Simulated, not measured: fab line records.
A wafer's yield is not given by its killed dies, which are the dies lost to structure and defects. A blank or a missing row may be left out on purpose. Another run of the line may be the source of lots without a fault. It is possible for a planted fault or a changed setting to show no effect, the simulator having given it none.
Problem report, 8D (eight disciplines) form, completed by code    flow gf180mcu    the parts of the form that need people (team, actions taken, sign-off) are left out

## 1. WHAT WENT WRONG
V2_W_RS at GF_V2_RS_MEAS_24 reads a mean of 0.352 ohm/sq on 9 wafers of 3 lots; wafers without a fault read 0.328 ohm/sq with a standard deviation of 0.0037. That is +6.5 standard deviations from the usual mean.
The step: measures by four-point-probe.
The first sign was on wafer L629.3 at day 26 00:40, on film metro-02. The record holds 33 wafers of 11 lots with a number at this step. The rule behind "out" and "out of limits": a value lying over 4 standard deviations away from the usual mean. The other wafers with a number count as sound.

## 2. WHAT IT IS AND WHAT IT IS NOT
question                     is                                           is not
which readings at this step  V2_W_RS                                      -
which lots                   L629, L630, L632                             L614, L616, L623, L626, L628, L631, L633, L637
which wafers of those lots   all that have a number                       -
read on which gauges         film metro-02, film metro-03, film metro-04  -
when                         from day 26 00:40                            up to then (15 sound wafers); but 9 sound wafers of L631, L633, L637 came after

## 3. THE SUSPECTS, EACH WITH WHAT RULES IT OUT
Counting: a tool at a process step up to the reading stays a suspect if it ran every lot that is out and no sound lot after the first of them.
- the gauge at GF_V2_RS_MEAS_24 has been ruled out. Those wafers that are out were read across 3 gauges (film metro-02, film metro-03, film metro-04).
- cvd w-02 at GF_V2_CVD_23 (deposits W, target thk 350 nm, time 104.94 s): kept. All lots that are out passed through it, beginning with L629 at day 26 00:32, and no sound lot followed; its final sound lot before that point was L628 at day 25 14:58. Its own susceptor temp C readings are out on those wafers.
After counting, what remains is cvd w-02 at GF_V2_CVD_23.

## 4. THE CAUSE (what the simulator had put in)
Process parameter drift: cvd w-02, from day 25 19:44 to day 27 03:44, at GF_V2_CVD_23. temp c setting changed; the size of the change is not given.
Only this tool survived the counting.

## 5. THE EFFECT CHAIN, in route order
Rows list readings where the struck wafers' mean (over those with a number) sits beyond 3 standard deviations from the usual. Scope: only readings with a usual standard deviation given in the record; hours: median across lots of the time from each lot's start at the first step in this table that gives one to its start at this step; sigmas: change in usual standard deviations.
hours  step               reading           usual         on struck wafers  change  sigmas
0      GF_V2_CVD_23       susceptor temp C  400.01 C      396.24            -3.77   -18
0      GF_V2_RS_MEAS_24   V2_W_RS           0.328 ohm/sq  0.352             +0.024  +6.5
0      GF_V2_THK_MEAS_25  V2_W_THK          347 nm        325               -22     -4.7
Its process steps:
- GF_V2_CVD_23: deposits W, target thk 350 nm, time 104.94 s.

## 6. HOW IT WOULD HAVE BEEN CAUGHT EARLIER
Counted from the fault's start at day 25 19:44, it took 5 hours until the first out-of-limits reading at a measuring or inspecting step in this record, taken at day 26 00:40.
Tool's own readings at GF_V2_CVD_23, susceptor temp C: out on all struck wafers the step has rows for; an alarm limit on them would have tripped on the first.
L630, L632, from the lots that are out (3), started GF_V2_CVD_23 on cvd w-02 later than day 26 00:40. A hold on the tool at that time would have spared those 2.
